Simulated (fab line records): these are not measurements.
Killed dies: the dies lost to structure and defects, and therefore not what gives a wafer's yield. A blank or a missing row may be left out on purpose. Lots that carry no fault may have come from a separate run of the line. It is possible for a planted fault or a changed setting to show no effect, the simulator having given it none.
Comparing a struck lot with a sound one | flow sky130 | 33 out of 708 route steps
Sound: these wafers, L945.1, L945.2, L945.3. Wafers struck: L959.4, L959.5, L959.6. Last of all comes the cause.
At each step with rows: each side's tool, then ch and its chambers, then its first start. Under that, the readings that differ: sound wafers | struck wafers | difference of the means | sigmas: that difference in standard deviations of wafers without a fault.
alike: same words and numbers on both sides, and readings whose means sit less than 2 such deviations apart. not compared: any withheld reading, any reading some wafer has no value for, any bound like >300 that may hide the same value, and any number with overlapping values for which the record gives no deviation.
A row with sigmas, a row that says differs or no value, or rows on one side alone: a step with any of these is where the two part. Non-overlapping numbers with no deviation appear without sigmas and do not part them. A reading missing from all wafers of one side parts the sides only when that side holds two or more wafers.

first, 7 steps without rows for these wafers: SKY_SONOS_TUNNEL_DEVELOP_06 (develop time 60 s); SKY_SONOS_TUNNEL_IMPLANT_09; SKY_SONOS_TUNNEL_WET_ETCH_10 (etches SiO2 in dHF, target depth 14 nm, time 280 s); SKY_SONOS_TUNNEL_STRIP_11 (strips in SPM, time 600 s); SKY_SONOS_TUNNEL_CLEAN_13 (cleans in dHF, time 20 s); SKY_SONOS_ONO_OXIDATION_00 (stabilise 600 s, purge 300 s, target thk 2.6 nm); SKY_SONOS_ONO_CVD_02 (deposits Si3N4 from DCS/NH3, target thk 10.5 nm, time 180 s).
SKY_SONOS_ONO_CVD_04: deposits SiO2 from SiH4/N2O, target thk 5.7199 nm.
  sound on lpcvd-03 ch 1, day 13 01:57; struck on lpcvd-03 ch 0, day 17 17:41
  reading                                    | sound             | struck            | difference | sigmas
  model.SiO2_of_SONOS_ONO_CVD_04.thk nm (nm) | 5.934 5.938 5.905 | 10.57 10.68 10.67 | +4.71      |
SKY_SONOS_ONO_THK_MEAS_05:
  sound: film metro-04 at day 13 03:12; struck: film metro-01 at day 17 18:58
  reading                   | sound          | struck            | difference | sigmas
  SONOS_ONO_CVD_04_THK (nm) | 5.87 5.95 5.87 | 10.57 10.72 10.73 | +4.78      | +34
then, 23 steps without rows for these wafers: SKY_SONOS_ONO_DEHYDRATE_06 (time 60 s); SKY_SONOS_ONO_HMDS_07 (prime time 60 s); SKY_SONOS_ONO_COAT_08 (resist thk 1140 nm); SKY_SONOS_ONO_SOFTBAKE_09 (time 60 s); SKY_SONOS_ONO_EXPOSE_10 (exposes mask ONOM, target cd 410 nm); SKY_SONOS_ONO_PEB_11; SKY_SONOS_ONO_DEVELOP_12 (develop time 60 s); SKY_SONOS_ONO_ETCH_15 (etches the open film in CHF3/O2, target depth 19.52 nm, time 7.8 s); SKY_SONOS_ONO_WET_ETCH_16 (etches SiO2 in dHF, target depth 14 nm, time 280 s); SKY_SONOS_ONO_STRIP_17 (strips in O2/N2); SKY_SONOS_ONO_WET_ETCH_18 (etches Si3N4 in H3PO4, target depth 15 nm, time 172 s); SKY_GATE_OXIDE_CLEAN_00 (cleans in SC1/SC2, time 150 s); SKY_GATE_OXIDE_OXIDATION_01 (stabilise 600 s, purge 300 s, target thk 10.268 nm); SKY_GATE_OXIDE_DEHYDRATE_03 (time 60 s); SKY_GATE_OXIDE_HMDS_04 (prime time 60 s); SKY_GATE_OXIDE_COAT_05 (resist thk 1162 nm); SKY_GATE_OXIDE_SOFTBAKE_06 (time 60 s); SKY_GATE_OXIDE_EXPOSE_07 (exposes mask LVOM, target cd 600 nm); SKY_GATE_OXIDE_PEB_08; SKY_GATE_OXIDE_DEVELOP_09 (develop time 60 s); SKY_GATE_OXIDE_IMPLANT_11; SKY_GATE_OXIDE_WET_ETCH_12 (etches SiO2 in dHF, target depth 16.8 nm, time 336 s); SKY_GATE_OXIDE_STRIP_13 (strips in O2/N2).
-- the record jumps here: 3 days lie between the struck wafers' starts before and after --
SKY_GATE_OXIDE_CLEAN_15: cleans in SC1/SC2, time 150 s.
  sound on wet bench-03 ch 3, day 15 10:53; struck on wet bench-04 ch 2, day 20 09:47
  reading                                    | sound             | struck           | difference | sigmas
  model.SiO2_of_SONOS_ONO_CVD_04.thk nm (nm) | 4.431 4.433 4.402 | 9.051 9.16 9.143 | +4.696     |
  alike: temp c

== WHERE THEY PART ==
Only at SKY_SONOS_ONO_THK_MEAS_05, as far as this record shows. Later steps at which nothing parts them and some readings are alike: SKY_GATE_OXIDE_CLEAN_15.

WHY: whatever the simulator had introduced
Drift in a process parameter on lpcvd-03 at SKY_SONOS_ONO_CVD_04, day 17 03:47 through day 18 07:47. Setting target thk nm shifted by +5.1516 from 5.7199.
